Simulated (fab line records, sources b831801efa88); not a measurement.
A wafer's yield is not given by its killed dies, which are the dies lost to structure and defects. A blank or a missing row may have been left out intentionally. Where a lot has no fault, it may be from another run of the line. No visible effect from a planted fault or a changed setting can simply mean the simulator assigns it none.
The tool behind it: which one? | flow gf180mcu | 6 lots with 18 wafers sampled at 2 steps, on a route of 602 steps

WHAT EACH GAUGE READ, for each wafer
GF_CONTACT_RS_MEAS_25: measures by four-point-probe.
lot  | measured     | on            | CONTACT_W_RS (ohm/sq)
L228 | day 17 03:58 | film-metro-01 | 0.379 0.378 0.380
L234 | day 19 00:30 | film-metro-01 | 0.267 0.268 0.267
L240 | day 20 16:59 | film-metro-03 | 0.383 0.385 0.378
L246 | day 23 01:02 | film-metro-04 | 0.380 0.380 0.380
L248 | day 23 19:12 | film-metro-01 | 0.379 0.383 0.387
L250 | day 24 02:53 | film-metro-01 | 0.382 0.382 0.387

WHICH TOOL RAN EACH LOT (tool, then ch and the chambers of the sampled wafers, then the start)
lot  | GF_CONTACT_CVD_24
L228 | cvd-w-01 ch 0,1, day 17 03:52
L234 | cvd-w-02 ch 0,1, day 19 00:24
L240 | cvd-w-01 ch 0,1, day 20 16:53
L246 | cvd-w-02 ch 1, day 23 00:56
L248 | cvd-w-02 ch 0,1, day 23 19:05
L250 | cvd-w-02 ch 0,1, day 24 02:47
- GF_CONTACT_CVD_24: deposits W, target thk 300 nm, time 90.339 s.

THE ANSWER, worked out from the rows above alone
Rule: what is usual is taken from the lots themselves. Put in order of their means at a reading, lots are off if they are a third of the lots or fewer, leave a main group of 4 or more, and stand apart from it by a gap of 3 or more times the standard deviation of the main group's means; of several such gaps the widest counts. A main group is skipped when, at the precision printed for the reading in the tables above, its means are all equal. Also off: a lot with no number at a reading for which 4 or more lots have one. Any other lot the step has rows for is counted as sound.
Off: at GF_CONTACT_RS_MEAS_25 (CONTACT_W_RS), L234. Main group: mean 0.382 ohm/sq, sd 0.0018.
If a tool, at a process step before that reading, ran all the lots that are off and no sound lot after the first of them, it fits. Gauges at GF_CONTACT_RS_MEAS_25: tried the same way as those tools. Not one of the candidates tried fits.

WHAT THE SIMULATOR HAD INSERTED
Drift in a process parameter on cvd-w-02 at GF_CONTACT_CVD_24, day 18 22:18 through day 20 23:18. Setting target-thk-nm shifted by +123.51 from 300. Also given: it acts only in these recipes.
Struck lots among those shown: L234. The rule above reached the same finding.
